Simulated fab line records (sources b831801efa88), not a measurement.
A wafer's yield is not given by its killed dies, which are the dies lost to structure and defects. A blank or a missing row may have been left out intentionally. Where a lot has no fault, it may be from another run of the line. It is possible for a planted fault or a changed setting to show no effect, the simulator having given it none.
Struck lot and sound lot, side by side	flow sky130	15 steps out of a route of 708
Sound: wafers L433.3, L433.5, L433.6. Wafers L446.1, L446.2, L446.4 were the ones struck. The cause comes at the end.
Per side, at each step with rows, come the tool, then ch with its chambers, and then its first start. Under that, the readings that differ: sound wafers	struck wafers	difference of the means	sigmas: that difference in standard deviations of wafers without a fault.
alike: a reading whose means differ by less than 2 such deviations, as well as words and numbers matching on both sides. not compared: withheld readings; readings where some wafer has no value; bounds like >300 that might hide an equal value; numbers whose values overlap and for which the record gives no deviation.
The two part at a step that has a row with sigmas, a row that says differs or no value, or rows on one side only. Numbers that have no deviation but don't overlap get no sigmas and don't part them. A reading that every wafer of one side lacks parts them only if that side has two wafers or more.

SKY_VIA3_SOFTBAKE_08: time 93.54 s.
  sound: litho-track-02 ch 0; struck: litho-track-02 ch 0
  alike: plate-sensor-t-centre-C, plate-sensor-t-edge-C
then, 3 steps without rows for these wafers: SKY_VIA3_EXPOSE_09 (exposes mask VIM3, target cd 200 nm); SKY_VIA3_PEB_10; SKY_VIA3_DEVELOP_11 (develop time 60 s).
SKY_VIA3_CD_MEAS_12 targets a cd of 200 nm.
  struck on cd-sem-02, day 44 11:03; sound on cd-sem-01, day 40 12:37
  alike: cd-nm
SKY_VIA3_OVL_MEAS_13:
  struck on overlay-01, day 44 11:10; sound on overlay-01, day 40 12:43
  alike: VIA3_OVL
SKY_VIA3_ETCH_14: etches BARC in N2/H2, stops on SiO2, time 45.9 s, target depth 60 nm.
  sound on rie-diel-02 ch 2,3, day 40 12:44; struck on rie-diel-03 ch 1,2,3, day 44 11:13
  alike: drypump-motor-current-A, oes-product-au, throttle-valve-pct
  not compared: rf-hours-counter-h
SKY_VIA3_ETCH_15: etches SiO2 in C4F8/O2/Ar, stops on TiN, target depth 507 nm, time 78 s.
  sound on rie-diel-02 ch 2,3, day 40 12:47; struck on rie-diel-03 ch 1,2,3, day 44 11:15
  alike: oes-product-au
  not compared: rf-hours-counter-h
SKY_VIA3_STRIP_16: strips in O2/N2.
  sound on plasma-asher-01 ch 0,1, day 40 12:52; struck on plasma-asher-04 ch 0,1, day 44 11:19
  alike: drypump-motor-current-A, o2-flow-sccm, oes-product-au, strip-time-to-endpoint-s
  not compared: rf-hours-counter-h
then, 3 steps without rows for these wafers: SKY_VIA3_STRIP_17 (strips in post etch residue remover, time 1200 s); SKY_VIA3_CLEAN_18 (cleans in IPA, time 180 s); SKY_VIA3_CLEAN_19 (cleans in O3/DIW).
SKY_VIA3_SPUTTER_20: material TiN, target thk 20 nm, time 80 s.
  struck on pvd-sputter-03, day 44 11:58; sound on pvd-sputter-03, day 40 13:46
reading	sound	struck	difference	sigmas
cathode-dc-power-W (W)	3999.7 4000.3 4001.2	4109.2 4110.8 4109.9	+109.6	+99 or more
  alike: throttle-valve-pct
  not compared: model.TiN_of_VIA3_SPUTTER_20.thk-nm
SKY_VIA3_CVD_21: deposits W, target thk 390 nm, time 117.31 s.
  sound on cvd-w-01 ch 0,1, day 40 13:52; struck on cvd-w-01 ch 0,1, day 44 12:02
  alike: heater-power-w
SKY_PAD_OPEN_PROBE_99:
  sound wafers here have rows in the record (prober-02, day 46 13:26); struck ones have none

WHERE THEY PART
Earliest at SKY_VIA3_SPUTTER_20; latest, in this record, at SKY_PAD_OPEN_PROBE_99.

WHY: whatever the simulator had introduced
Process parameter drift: pvd-sputter-03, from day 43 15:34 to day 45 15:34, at SKY_VIA3_SPUTTER_20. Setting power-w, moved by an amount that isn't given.
